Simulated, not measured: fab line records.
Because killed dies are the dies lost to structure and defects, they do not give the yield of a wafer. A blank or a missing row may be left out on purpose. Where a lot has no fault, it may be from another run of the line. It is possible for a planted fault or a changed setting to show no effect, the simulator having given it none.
Which tool did it?	flow sky130	route of 708 steps, sampled at 1 step: 11 lots, 33 wafers

## WHAT EACH GAUGE READ, for each wafer
SKY_LDD_P_TW_MEAS_11.
lot	measured	on	LDD_P_TW
L464	day 19 00:05	film metro-04	638 634 634
L466	day 19 10:03	film metro-04	633 637 637
L467	day 20 03:46	film metro-04	639 637 636
L469	day 21 13:04	film metro-02	629 628 633
L468	day 21 21:59	film metro-02	628 636 629
L472	day 22 08:53	film metro-04	646 642 647
L477	day 23 23:47	film metro-03	623 627 629
L478	day 24 02:11	film metro-03	630 635 635
L484	day 26 01:23	film metro-02	630 636 633
L485	day 27 04:03	film metro-04	644 642 645
L486	day 27 05:14	film metro-03	627 626 625

## WHAT TOOL EACH LOT RAN ON (gives the tool, then ch and the chambers of the sampled wafers, and finally the start)
The record holds no process step before these readings.

## AS READ BY THE TOOLS THEMSELVES (means over the sampled wafers that have a number; for cases with no such wafer, the mark the record gives instead)
The record holds no such reading with a usual standard deviation.

## THE ANSWER, worked out from the rows above alone
Rule: the usual values come from the lots themselves. Put in order of their means at a reading, lots are off if they are a third of the lots or fewer, leave a main group of 4 or more, and stand apart from it by a gap of 3 or more times the standard deviation of the main group's means; of several such gaps the widest counts. The tables above print the reading to a certain number of digits; a main group whose means all agree to those digits is not used. A lot without any number at a reading at which 4 lots or more have one is off too. Any other lot the step has rows for is counted as sound. After the gauges, taken in route order, come the tools' own readings; for these a lot's mean is taken, as printed above. At the first step where some lot is off, the reading lying furthest off is the one used; lots without a number count as furthest.
Across all readings shown, no lot is off: no conclusion can be drawn from this.

## WHAT HAD BEEN PUT IN BY THE SIMULATOR
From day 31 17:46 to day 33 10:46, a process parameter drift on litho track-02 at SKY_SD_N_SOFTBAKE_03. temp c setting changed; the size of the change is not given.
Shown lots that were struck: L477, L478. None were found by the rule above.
